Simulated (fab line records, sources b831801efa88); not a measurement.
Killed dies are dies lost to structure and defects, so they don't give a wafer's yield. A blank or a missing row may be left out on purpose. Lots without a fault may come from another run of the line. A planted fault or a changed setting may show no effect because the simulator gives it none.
fab line records | flow gf180mcu
record lots=12 wafers=36 last_day=34
route steps=602 shown V4@480 MIM@513 V5@540
lots that met no fault: from a run of the same line without faults
start_h: hours from the record's first day to the start of the lot's first wafer shown | wait_h: hours since the lot's step before | " the same as in the row above | L1.1+2: a row that stands for several wafers | - no value, or no start given | * or withheld: withheld | < > ~ a bound
route shown NAME@n: a module of which the file shows steps, and the number in the route of the first | usual: mean/standard deviation of fault-free wafers | same: alike in all rows | chamber/n: place in a boat | sites: the reading at each site | _std_site: their standard deviation | _edge_site: outer sites' mean less inner sites' | radius_mm: how far each site lies from the wafer's centre | mask NAME#n: copy n | behind: the tool/chamber that last shaped the wafer | hold: why the lot was held/for how many hours/how that ended | device: the transistor (n, p or np) that didn't switch | end of line: the same wafers' tests at the end of the route | a step without rows: its recipe alone | killed: dies lost to structure and defects at the first sort, not the wafer's yield | map: a wafer's dies, x killed, . not, _ none there
set.NAME: the setting as run; set.NAME@STEP: as run at that earlier step | model.NAME: the simulator's own value behind a step, which no gauge read
steps of the route over a sample of lots; a table a step, a row a wafer
services: from which hour (start_h, from the record's first day; less than 0 if before it) a tool's chamber was out of use, for how many hours, and why
## steps
# step GF_V4_CMP_04
# recipe material=SiO2 down_force_psi=4 platen_rpm=60 pad_velocity_m_s=0.94248
# usual motor_current_A=12.0/1.1 platen_rpm=59.99/0.035 slurry_flow_ml_min=150.0/0.45 time_to_endpoint_s=81/5.4
# columns lot.wafer tool chamber start_h wait_h motor_current_A platen_rpm slurry_flow_ml_min time_to_endpoint_s
L920.4 cmp-02 1 542.04 0.1 12.4 60.00 150.2 83
L920.2 " 2 " " 12.4 59.99 149.9 84
L920.6 " 3 " " 12.2 60.00 149.9 82
L922.3 cmp-01 0 559.98 0.0 10.7 60.02 150.8 83
L922.4 " 3 " " 12.1 60.06 150.4 88
L922.6 " 1 " " 12.6 59.94 150.1 81
L923.4 cmp-01 1 570.60 0.2 12.3 59.99 150.0 75
L923.2 " 2 " " 10.6 60.00 150.1 86
L923.6 " 0 " " 10.0 59.99 150.2 79
L927.1 cmp-01 2 597.97 0.1 10.3 59.94 149.6 78
L927.2 " 0 " " 11.0 59.96 149.6 82
L927.3 " 1 " " 13.4 60.04 149.1 75
L928.1 cmp-01 2 606.86 0.1 10.5 59.94 149.7 73
L928.3 " 3 " " 11.8 60.01 149.6 79
L928.5 " 2 " " 10.4 59.99 149.3 82
L929.2 cmp-01 1 625.07 0.0 13.0 60.00 150.7 77
L929.1 " 0 " " 10.2 59.96 149.2 76
L929.6 " 1 " " 13.3 59.95 150.3 73
L936.3 cmp-02 2 666.23 0.1 12.8 60.05 149.7 80
L936.1 " 3 " " 11.9 60.05 150.3 85
L936.6 " 0 " " 12.8 60.07 150.1 82
L937.3 cmp-01 3 674.65 0.1 11.9 60.02 150.2 76
L937.5 " 1 " " 12.0 59.99 150.3 76
L937.6 " 2 " " 10.7 59.98 149.5 94
L938.4 cmp-01 0 678.04 0.1 10.6 60.05 150.9 81
L938.3 " 1 " " 13.0 59.99 150.5 76
L938.6 " 0 " " 10.5 60.00 150.1 91
L939.3 cmp-02 1 684.58 0.1 12.4 60.01 149.8 72
L939.1 " 2 " " 12.3 60.03 150.3 73
L939.5 " 0 " " 12.4 59.97 150.7 74
L942.2 cmp-02 0 700.56 0.0 12.8 59.98 149.8 86
L942.4 " 3 " " 12.8 59.93 150.2 91
L942.6 " 1 " " 12.2 59.95 149.9 88
L943.2 cmp-01 1 711.16 0.1 13.0 59.99 149.9 73
L943.3 " 2 " " 10.9 59.97 149.9 83
L943.6 " 1 " " 12.4 59.94 149.8 79
# step GF_MIM_RS_MEAS_10
# recipe thk_meas_gauge=four-point-probe reads=TiN_of_MIM_SPUTTER_09+AlCu_of_MIM_SPUTTER_08+TiN_of_MIM_SPUTTER_07
# usual MIM_ALCU_RS=0.1592/0.002
# columns lot.wafer tool chamber start_h wait_h MIM_ALCU_RS[ohm/sq]
L920.2 film_metro-03 - 565.80 0.0 0.1592
L920.4 " - " " 0.1622
L920.6 " - " " 0.1600
L922.3 film_metro-02 - 583.45 0.1 0.1561
L922.4 " - " " 0.1573
L922.6 " - " " 0.1558
L923.2 film_metro-03 - 594.55 0.1 0.1601
L923.4 " - " " 0.1607
L923.6 " - " " 0.1611
L927.1 film_metro-02 - 621.20 0.0 0.1570
L927.2 " - " " 0.1564
L927.3 " - " " 0.1604
L928.1 film_metro-03 - 629.78 0.0 0.1555
L928.3 " - " " 0.1565
L928.5 " - " " 0.1575
L929.1 film_metro-03 - 647.34 0.0 0.1592
L929.2 " - " " 0.1618
L929.6 " - " " 0.1581
L936.1 film_metro-02 - 686.89 0.0 0.1591
L936.3 " - " " 0.1584
L936.6 " - " " 0.1598
L937.3 film_metro-03 - 695.68 0.1 0.1584
L937.5 " - " " 0.1578
L937.6 " - " " 0.1616
L938.3 film_metro-03 - 698.74 0.1 0.1553
L938.4 " - " " 0.1598
L938.6 " - " " 0.1569
L939.1 film_metro-03 - 704.89 0.0 0.1593
L939.3 " - " " 0.1593
L939.5 " - " " 0.1587
L942.2 film_metro-03 - 720.81 0.0 0.1583
L942.4 " - " " 0.1587
L942.6 " - " " 0.1579
L943.2 film_metro-02 - 730.79 0.0 0.1581
L943.3 " - " " 0.1589
L943.6 " - " " 0.1585
# step GF_V5_CVD_00
# recipe material=SiO2 target_thk_nm=300 sigma_open_frac=0.3 temp_c=400 time_s=50 sih4_flow_sccm=60 pressure_mtorr=6
# usual pressure_mtorr=5.999/0.011 sih4_flow_sccm=60.00/0.19
# columns lot.wafer tool chamber start_h wait_h pressure_mtorr sih4_flow_sccm
L920.2 hdpcvd-02 1 609.88 0.0 5.995 60.05
L920.4 " 1 " " 6.002 59.99
L920.6 " 0 " " 5.994 59.91
L922.3 hdpcvd-01 1 625.33 0.0 5.978 59.76
L922.4 " 0 " " 6.003 60.22
L922.6 " 1 " " 5.977 59.93
L923.2 hdpcvd-01 1 636.02 0.0 6.038 59.92
L923.4 " 0 " " 5.998 60.25
L923.6 " 0 " " 5.996 60.01
L927.1 hdpcvd-02 1 662.72 0.0 5.992 59.95
L927.2 " 2 " " 6.004 59.85
L927.3 " 0 " " 6.001 50.64
L928.1 hdpcvd-02 1 670.88 0.0 6.011 60.00
L928.3 " 0 " " 6.002 50.90
L928.5 " 2 " " 6.001 59.87
L929.1 hdpcvd-01 1 686.38 0.0 5.990 60.48
L929.2 " 0 " " 6.020 59.97
L929.6 " 0 " " 5.996 60.01
L936.1 hdpcvd-02 1 724.73 0.0 6.008 60.18
L936.3 " 2 " " 6.002 59.71
L936.6 " 0 " " 6.005 60.05
L937.3 hdpcvd-01 1 733.43 0.0 6.014 59.86
L937.5 " 0 " " 6.003 60.12
L937.6 " 2 " " 6.002 59.71
L938.3 hdpcvd-02 0 735.23 0.0 6.003 59.85
L938.4 " 0 " " 5.998 59.91
L938.6 " 1 " " 6.007 60.19
L939.1 hdpcvd-01 0 741.07 0.0 6.001 60.32
L939.3 " 1 " " 6.004 60.08
L939.5 " 1 " " 6.014 60.18
L942.2 hdpcvd-01 0 756.30 0.0 5.987 60.06
L942.4 " 1 " " 6.002 60.14
L942.6 " 0 " " 5.995 59.92
L943.2 hdpcvd-02 2 765.28 0.0 5.993 59.98
L943.3 " 0 " " 6.009 59.82
L943.6 " 0 " " 5.999 59.84
# step GF_V5_THK_MEAS_01
# recipe reads=SiO2_of_V5_CVD_00
# usual V5_CVD_00_THK=298/3.2
# columns lot.wafer tool chamber start_h wait_h V5_CVD_00_THK[nm]
L920.2 film_metro-04 - 609.95 0.1 300
L920.4 " - " " 300
L920.6 " - " " 294
L922.3 film_metro-02 - 625.40 0.0 303
L922.4 " - " " 299
L922.6 " - " " 302
L923.2 film_metro-04 - 636.10 0.1 300
L923.4 " - " " 302
L923.6 " - " " 301
L927.1 film_metro-02 - 662.76 0.0 298
L927.2 " - " " 299
L927.3 " - " " 252
L928.1 film_metro-04 - 670.92 0.0 300
L928.3 " - " " 252
L928.5 " - " " 299
L929.1 film_metro-04 - 686.42 0.0 297
L929.2 " - " " 295
L929.6 " - " " 294
L936.1 film_metro-04 - 724.77 0.0 296
L936.3 " - " " 304
L936.6 " - " " 300
L937.3 film_metro-02 - 733.50 0.0 300
L937.5 " - " " 303
L937.6 " - " " 305
L938.3 film_metro-02 - 735.29 0.0 292
L938.4 " - " " 292
L938.6 " - " " 293
L939.1 film_metro-04 - 741.11 0.0 297
L939.3 " - " " 297
L939.5 " - " " 294
L942.2 film_metro-04 - 756.35 0.0 300
L942.4 " - " " 297
L942.6 " - " " 300
L943.2 film_metro-02 - 765.33 0.0 301
L943.3 " - " " 295
L943.6 " - " " 299
# step GF_V5_CD_MEAS_14
# recipe target_cd_nm=260
# usual cd_nm=260.2/1.2
# columns lot.wafer tool chamber start_h wait_h cd_nm
L920.2 cd_sem-01 - 630.07 0.1 260.3
L920.4 " - " " 259.6
L920.6 " - " " 260.2
L922.3 cd_sem-01 - 645.78 0.1 258.2
L922.4 " - " " 259.3
L922.6 " - " " 260.0
L923.2 cd_sem-01 - 656.47 0.1 259.5
L923.4 " - " " 261.2
L923.6 " - " " 260.4
L927.1 cd_sem-01 - 683.12 0.1 259.5
L927.2 " - " " 258.6
L927.3 " - " " 260.0
L928.1 cd_sem-01 - 690.55 0.1 259.6
L928.3 " - " " 260.9
L928.5 " - " " 258.5
L929.1 cd_sem-02 - 705.39 0.1 259.9
L929.2 " - " " 260.5
L929.6 " - " " 260.2
L936.1 cd_sem-02 - 742.27 0.1 260.9
L936.3 " - " " 260.9
L936.6 " - " " 261.4
L937.3 cd_sem-02 - 751.03 0.1 259.8
L937.5 " - " " 258.9
L937.6 " - " " 260.2
L938.3 cd_sem-01 - 752.73 0.1 260.5
L938.4 " - " " 260.7
L938.6 " - " " 259.9
L939.1 cd_sem-01 - 758.74 0.1 260.5
L939.3 " - " " 260.4
L939.5 " - " " 261.5
L942.2 cd_sem-02 - 772.99 0.1 259.6
L942.4 " - " " 259.3
L942.6 " - " " 257.9
L943.2 cd_sem-02 - 781.97 0.1 259.5
L943.3 " - " " 258.6
L943.6 " - " " 259.2
## services
# columns tool chamber start_h hours kind
hdpcvd-01 - 539.25 15.0 pm
cmp-02 - 550.99 14.7 pm
cmp-02 - 568.86 2.2 repair
cmp-02 - 569.16 1.8 repair
cmp-02 - 572.00 4.0 pm
cmp-02 - 576.27 2.3 repair
cmp-02 - 577.88 11.2 repair
hdpcvd-02 - 582.65 0.9 repair
hdpcvd-01 - 608.47 0.5 repair
cmp-01 - 612.94 0.5 repair
hdpcvd-02 - 618.87 4.3 pm
hdpcvd-01 2 620.26 19.4 repair
cmp-01 - 640.01 6.2 pm
hdpcvd-01 0 655.67 6.4 repair
cmp-01 - 662.70 1.3 repair
cmp-01 - 714.71 3.7 repair
hdpcvd-02 0 715.73 8.5 repair
cmp-02 - 715.99 1.1 repair
cmp-01 - 731.81 0.6 repair
cmp-01 - 744.31 4.0 pm
cmp-01 - 748.31 - consumable_replace:conditioner
cmp-01 - 748.31 - consumable_replace:pad
hdpcvd-01 - 759.67 6.0 pm
cmp-01 - 763.40 0.3 repair
## key
first_sign step=GF_V5_CVD_00 reading=sih4_flow_sccm direction=down sigmas=49 usual=60.00 struck=50.77
effect step=GF_V5_THK_MEAS_01 reading=V5_CVD_00_THK direction=down sigmas=15 usual=298 struck=252
met_at GF_V5_CVD_00
struck_lots L927,L928
struck_wafers L927.3,L928.3
not_acting_at GF_V4_CMP_04,GF_MIM_RS_MEAS_10,GF_V5_CD_MEAS_14
onset_between 609.88 662.72
fault kind=process_parameter_drift tool=hdpcvd-02 chamber=0 onset_h=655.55 steps=GF_V5_CVD_00 channel=sih4_flow_sccm offset=-9 shape=step end_h=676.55 acts_in=these_recipes_only stated=60
